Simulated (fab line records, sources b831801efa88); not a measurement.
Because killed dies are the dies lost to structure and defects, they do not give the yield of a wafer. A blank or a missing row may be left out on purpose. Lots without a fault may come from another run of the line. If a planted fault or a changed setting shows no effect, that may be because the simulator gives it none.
Struck lot and sound lot, side by side | flow gf180mcu | 15 steps out of a route of 602
Sound: the wafers L269.3, L269.5, L269.6. The struck wafers were L278.1, L278.2, L278.4. At the end, the cause is stated.
Per side, at each step with rows, come the tool, then ch with its chambers, and then its first start. Under that, the readings that differ: sound wafers | struck wafers | difference of the means | sigmas: that difference in standard deviations of wafers without a fault.
alike: a reading whose means differ by less than 2 such deviations, as well as words and numbers matching on both sides. not compared: withheld readings; readings where some wafer has no value; bounds like >300 that might hide an equal value; numbers whose values overlap and for which the record gives no deviation.
The two part at a step that has a row with sigmas, a row that says differs or no value, or rows on one side only. Numbers that have no deviation but don't overlap get no sigmas and don't part them. A reading missing from all wafers of one side parts the sides only when that side holds two or more wafers.

GF_TOP_METAL_OVL_MEAS_15:
  sound: overlay-01 at day 27 22:38; struck: overlay-02 at day 30 21:41
  reading            | sound       | struck         | difference | sigmas
  TOP_METAL_OVL (nm) | 2.7 1.8 2.0 | -2.7 -2.5 -1.7 | -4.5       | -3
GF_TOP_METAL_METAL_ETCH_16: etches the open film in Cl2/BCl3, stops on SiO2, target depth 1077.5 nm, time 179.6 s.
  sound on rie-metal-04 ch 0,1, day 27 22:43; struck on rie-metal-04 ch 0,1, day 30 21:43
  alike: drypump-motor-current-A, he-backside-leak-sccm, oes-product-au, throttle-valve-pct
  not compared: rf-hours-counter-h
GF_TOP_METAL_STRIP_17: strips in O2/N2.
  sound on plasma-asher-03 ch 0,1, day 27 22:52; struck on plasma-asher-02 ch 0,1, day 30 21:53
  alike: drypump-motor-current-A, heater-power-w, oes-product-au, strip-time-to-endpoint-s
  not compared: rf-hours-counter-h
then, 2 steps without rows for these wafers: GF_TOP_METAL_STRIP_18 (strips in post etch residue remover, time 1200 s); GF_TOP_METAL_CLEAN_19 (cleans in DIW).
GF_PASSIVATION_CVD_00: deposits SiO2 from TEOS, target thk 1000 nm, time 111.95 s.
  sound on pecvd-04 ch 1,2, day 27 23:25; struck on pecvd-03 ch 1,2, day 30 22:25
  alike: heater-power-w
GF_PASSIVATION_THK_MEAS_01:
  sound: film-metro-01 at day 27 23:32; struck: film-metro-04 at day 30 22:30
  alike: PASSIVATION_CVD_00_THK
GF_PASSIVATION_CVD_02: deposits Si3N4, target thk 700 nm, time 486.18 s.
  sound on pecvd-03 ch 0,2, day 27 23:34; struck on pecvd-02 ch 0,1, day 30 22:34
  alike: heater-power-w
GF_PASSIVATION_THK_MEAS_03:
  sound: film-metro-01 at day 27 23:52; struck: film-metro-01 at day 30 22:51
  alike: PASSIVATION_CVD_02_THK
then, 3 steps without rows for these wafers: GF_PASSIVATION_DEHYDRATE_04 (time 60 s); GF_PASSIVATION_HMDS_05 (prime time 60 s); GF_PASSIVATION_COAT_06 (resist thk 4000 nm).
GF_PASSIVATION_SOFTBAKE_07:
  sound on litho-track-01 ch 0, day 28 10:04; struck on litho-track-04 ch 0, day 31 07:25
  reading                  | sound                | struck               | difference | sigmas
  heater-power-total-W (W) | 65.46 65.19 65.21    | 64.07 64.14 64.18    | -1.16      | -9
  plate-temp-C (C)         | 109.92 109.94 109.80 | 108.96 108.59 108.85 | -1.09      | -8
then, 1 step without rows for these wafers: GF_PASSIVATION_EXPOSE_08 (exposes mask Pad, target cd 40000 nm).
GF_PASSIVATION_PROBE_99:
  record: rows for the struck wafers here (prober-01, day 31 17:58), none for the sound ones

== WHERE THEY PART ==
First at GF_TOP_METAL_OVL_MEAS_15; last, within this record, at GF_PASSIVATION_PROBE_99.

WHY: the cause the simulator had injected
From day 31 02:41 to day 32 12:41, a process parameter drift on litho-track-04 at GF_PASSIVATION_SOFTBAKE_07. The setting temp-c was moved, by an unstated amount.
